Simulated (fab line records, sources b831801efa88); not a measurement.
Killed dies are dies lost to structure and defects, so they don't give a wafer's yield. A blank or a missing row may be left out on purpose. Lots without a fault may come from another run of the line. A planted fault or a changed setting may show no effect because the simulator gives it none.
Chamber matching | flow gf180mcu | GF_V3_CMP_04 on cmp-02: 4 sister chambers
The step polishes SiO2. 16 wafers are shown with their chamber, then 8 later ones without.

WAFERS WITH THEIR CHAMBER
wafer  | chamber | motor_current_A (A) | slurry_flow_ml_min | time_to_endpoint_s (s)
L973.2 | 0       | 14.1                | 149.5              | 85
L973.3 | 2       | 10.9                | 150.2              | 81
L973.5 | 2       | 11.3                | 150.1              | 85
L974.3 | 0       | 13.8                | 150.6              | 69
L974.4 | 2       | 11.2                | 149.9              | 79
L974.6 | 3       | 10.1                | 150.2              | 75
L975.1 | 1       | 11.2                | 149.3              | 71
L975.2 | 0       | 14.3                | 150.0              | 82
L975.3 | 3       | 9.9                 | 151.0              | 73
L977.2 | 1       | 11.1                | 149.6              | 75
L977.3 | 3       | 10.7                | 150.2              | 75
L977.6 | 0       | 14.2                | 150.3              | 85
L978.2 | 3       | 10.2                | 150.3              | 74
L978.3 | 0       | 13.0                | 150.5              | 81
L978.5 | 1       | 10.9                | 149.3              | 78
L981.2 | 0       | 13.3                | 150.9              | 79

SIGNATURES (means of the wafers above)
reading            | chamber 0 | chamber 1 | chamber 2 | chamber 3 | scatter within a chamber
motor_current_A    | 13.783    | 11.067    | 11.133    | 10.225    | 0.395
slurry_flow_ml_min | 150.300   | 149.400   | 150.067   | 150.425   | 0.385
time_to_endpoint_s | 80.17     | 74.67     | 81.67     | 74.25     | 4.31
Rule: a wafer's distance from a chamber is the root of the sum, over the readings, of the square of ((its reading less the chamber's mean) divided by the reading's scatter). The wafer belongs to the nearest chamber; if the next one is less than 2 further off, it can't be placed. The scatter: the root of (the sum of the squares of (reading less its chamber's mean) over the shown wafers, divided by (wafers less chambers)).

WAFERS WITHOUT THEIR CHAMBER
wafer  | motor_current_A (A) | slurry_flow_ml_min | time_to_endpoint_s (s)
L981.4 | 11.4                | 149.7              | 82
L981.5 | 13.4                | 150.0              | 82
L993.1 | 11.4                | 149.9              | 79
L993.4 | 13.3                | 150.0              | 93
L993.6 | 10.6                | 151.1              | 90
L995.2 | 9.7                 | 149.9              | 80
L995.5 | 10.1                | 150.2              | 88
L995.6 | 13.5                | 150.6              | 85

WHICH CHAMBER EACH WENT THROUGH
wafer  | from the rows above          | in truth
L981.4 | can't be placed: 2 or 1      | 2
L981.5 | 0                            | 0
L993.1 | can't be placed: 2 or 1      | 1
L993.4 | 0                            | 0
L993.6 | can't be placed: 2 or 3      | 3
L995.2 | can't be placed: 3 or 2 or 1 | 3
L995.5 | can't be placed: 2 or 3 or 1 | 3
L995.6 | 0                            | 0
Placed correctly: 3 of 8. Can't be placed from these rows: 5 (the true chamber is among the candidates in 5). Placed wrongly: 0.
